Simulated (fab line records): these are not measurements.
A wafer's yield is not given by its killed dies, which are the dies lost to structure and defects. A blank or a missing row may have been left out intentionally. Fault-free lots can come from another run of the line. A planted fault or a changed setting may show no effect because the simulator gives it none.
Which tool is to blame?	flow sky130	Sampling: 11 lots, 33 wafers, 2 of 708 route steps

== WHAT THE GAUGES READ, wafer by wafer ==
SKY_SD_N_TW_MEAS_12.
lot	measured	on	SD_N_TW
L607	day 27 05:47	filmMetro-03	3947 3981 3967
L608	day 27 21:44	filmMetro-03	3975 3968 3972
L609	day 28 07:35	filmMetro-04	4005 4006 4008
L610	day 28 21:40	filmMetro-03	3976 3988 3981
L612	day 29 09:16	filmMetro-02	3979 3973 3971
L619	day 32 00:31	filmMetro-03	3965 3962 3957
L620	day 32 06:26	filmMetro-03	3937 3950 3928
L624	day 33 12:46	filmMetro-03	3963 3970 3952
L628	day 34 20:47	filmMetro-02	3971 3977 3976
L629	day 35 07:23	filmMetro-04	4024 4014 4007
L630	day 35 10:56	filmMetro-03	3991 3955 3985

SKY_SD_N_RS_MEAS_18: uses a four-point probe to measure.
lot	measured	on	RES_XHIGH_RS (ohm/sq)
L607	day 27 06:20	filmMetro-03	334.2 333.3 335.9
L608	day 27 22:16	filmMetro-02	331.9 332.4 332.6
L609	day 28 08:08	filmMetro-03	332.6 332.3 332.6
L610	day 28 22:11	filmMetro-04	331.2 333.0 332.8
L612	day 29 09:47	filmMetro-04	332.8 333.8 333.2
L619	day 32 01:04	filmMetro-03	332.3 332.1 332.5
L620	day 32 06:59	filmMetro-04	333.5 334.0 333.2
L624	day 33 13:17	filmMetro-03	331.7 332.0 332.2
L628	day 34 21:20	filmMetro-04	331.9 331.2 332.6
L629	day 35 07:56	filmMetro-03	334.4 334.1 333.1
L630	day 35 11:28	filmMetro-03	333.0 333.1 331.9

== TOOL THAT RAN EACH LOT (tool first, then ch and the chambers of the sampled wafers, then the start) ==
No process step before these readings appears in the record.

== WHAT THE TOOLS THEMSELVES READ (means of the sampled wafers that have a number; where no wafer has one, the mark that the record gives instead) ==
The record holds no such reading with a usual standard deviation.

== THE ANSWER, worked out from the rows above alone ==
Rule: the usual values come from the lots themselves. The widest of any qualifying gaps counts: lots, ordered by their means at a reading, are off when they make up no more than a third of the lots, leave a main group of 4 or more, and stand apart from it by 3 or more times the standard deviation of that group's means. If all means in a main group match to the digits the tables above print for the reading, that group is not used. Also off: a lot with no number at a reading for which 4 or more lots have one. All remaining lots with rows at the step are treated as sound. After the gauges, taken in route order, come the tools' own readings; for these a lot's mean is taken, as printed above. At the first step where some lot is off, the reading lying furthest off is the one used; lots without a number count as furthest.
No lot is off on any of the readings shown, so nothing can be concluded from this.

== WHAT HAD BEEN PUT IN BY THE SIMULATOR ==
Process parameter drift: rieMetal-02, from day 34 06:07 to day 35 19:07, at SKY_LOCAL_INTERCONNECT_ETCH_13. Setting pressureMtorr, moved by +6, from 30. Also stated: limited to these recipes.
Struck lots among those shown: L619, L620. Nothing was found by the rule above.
